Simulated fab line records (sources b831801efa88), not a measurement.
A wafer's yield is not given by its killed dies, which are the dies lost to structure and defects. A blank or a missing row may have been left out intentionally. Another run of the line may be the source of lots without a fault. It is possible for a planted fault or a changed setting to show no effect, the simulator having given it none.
The tool behind it: which one? -- flow gf180mcu -- 45 wafers from 15 lots sampled at 3 of the route's 602 steps

== WHAT THE GAUGES SHOWED, per wafer ==
GF_SAB_THK_MEAS_01. Usual: for SAB_CVD_00_THK the level is 49.7 nm and the standard deviation is 0.69.
lot,measured,on,SAB_CVD_00_THK (nm),flag
L379,day 14 20:13,film metro-02,50.0 49.1 49.6,
L380,day 15 05:38,film metro-04,49.2 50.6 50.0,
L381,day 15 11:31,film metro-02,49.3 50.5 50.3,
L382,day 15 19:09,film metro-02,50.4 49.7 49.6,
L391,day 19 05:05,film metro-04,49.9 48.6 50.5,
L392,day 19 18:46,film metro-04,50.4 50.8 50.6,
L395,day 20 14:59,film metro-01,49.3 49.0 50.5,
L396,day 20 22:25,film metro-01,48.5 48.4 49.0,
L397,day 21 05:05,film metro-01,48.6 50.3 50.0,
L398,day 21 13:55,film metro-02,48.8 48.8 49.1,
L399,day 21 20:27,film metro-02,50.0 50.5 49.0,
L400,day 22 08:43,film metro-04,49.1 49.8 49.5,

GF_V1_BOW_MEAS_05. Usual: for V1_BOW the level is 84 um and the standard deviation is 7.1.
lot,measured,on,V1_BOW (um),flag
L379,day 17 19:04,film metro-04,81 85 87,
L380,day 18 04:37,film metro-04,83 93 92,
L381,day 18 11:53,film metro-02,84 75 81,
L382,day 18 20:50,film metro-04,76 76 75,
L391,day 22 08:16,film metro-02,81 89 76,
L392,day 22 22:18,film metro-02,82 80 74,
L395,day 23 18:01,film metro-01,85 98 88,
L396,day 23 23:31,film metro-04,89 92 83,
L397,day 24 05:51,film metro-04,92 87 82,
L398,day 24 14:49,film metro-01,82 89 90,
L399,day 24 21:05,film metro-01,91 79 93,
L400,day 25 08:36,film metro-04,87 76 92,

== WHICH TOOL RAN EACH LOT (tool, then ch and the chambers of the sampled wafers, then the start) ==
lot,GF_HV_LDD_EXPOSE_04
L379,"iline stepper-02 ch 0, day 10 04:21"
L380,"iline stepper-02 ch 0, day 10 11:01"
L381,"iline stepper-01 ch 0, day 10 16:49"
L382,"iline stepper-01 ch 0, day 11 00:38"
L384,"iline stepper-02, day 11 17:10"
L385,"iline stepper-02, day 12 00:08"
L386,"iline stepper-02, day 12 17:40"
L391,"iline stepper-02 ch 0, day 13 21:39"
L392,"iline stepper-02 ch 0, day 14 08:04"
L395,"iline stepper-02 ch 0, day 15 02:32"
L396,"iline stepper-01 ch 0, day 15 08:44"
L397,"iline stepper-02 ch 0, day 15 15:24"
L398,"iline stepper-02 ch 0, day 15 23:25"
L399,"iline stepper-01 ch 0, day 16 05:19"
L400,"iline stepper-02 ch 0, day 16 18:04"
- GF_HV_LDD_EXPOSE_04: exposes mask Nplus LV AREA, target cd 400 nm.

== AS READ BY THE TOOLS THEMSELVES (means over the sampled wafers that have a number; for cases with no such wafer, the mark the record gives instead) ==
GF_HV_LDD_EXPOSE_04. Usual: exposure dose mJ cm2 139.99, standard deviation 0.13; focus offset nm 0.0 nm, standard deviation 0.51.
lot,tool,exposure dose mJ cm2,focus offset nm (nm),flag
L379,iline stepper-02,139.91,0.2,
L380,iline stepper-02,140.06,0.6,
L381,iline stepper-01,139.99,0.4,
L382,iline stepper-01,140.14,0.4,
L384,iline stepper-02,-,-,OFF
L385,iline stepper-02,-,-,OFF
L386,iline stepper-02,-,-,OFF
L391,iline stepper-02,139.95,0.5,
L392,iline stepper-02,140.12,0.3,
L395,iline stepper-02,140.05,-0.4,
L396,iline stepper-01,139.91,-0.3,
L397,iline stepper-02,140.05,-0.7,
L398,iline stepper-02,140.20,0.5,
L399,iline stepper-01,139.94,0.4,
L400,iline stepper-02,140.10,0.0,

== THE ANSWER, worked out from the rows above alone ==
Rule: a lot is off if the mean of its wafers that have a number lies more than 3 standard deviations from the usual mean. A lot without any number at a reading at which 4 lots or more have one is off too. The other lots that the step has rows for count as sound. First the gauges in route order, then the tools' own readings, where a lot's mean is used as printed above. The first step at which some lot is off is used, and at that step the reading that is off furthest; a lot without a number counts as furthest.
Off at GF_HV_LDD_EXPOSE_04 (exposure dose mJ cm2): L384, L385, L386. Without a number there: L384, L385, L386.
A tool fits if, at that step or a process step before it, it ran every lot that is off, and no sound lot after the first of them. Not one of the candidates tried fits.

== WHAT THE SIMULATOR HAD PUT IN ==
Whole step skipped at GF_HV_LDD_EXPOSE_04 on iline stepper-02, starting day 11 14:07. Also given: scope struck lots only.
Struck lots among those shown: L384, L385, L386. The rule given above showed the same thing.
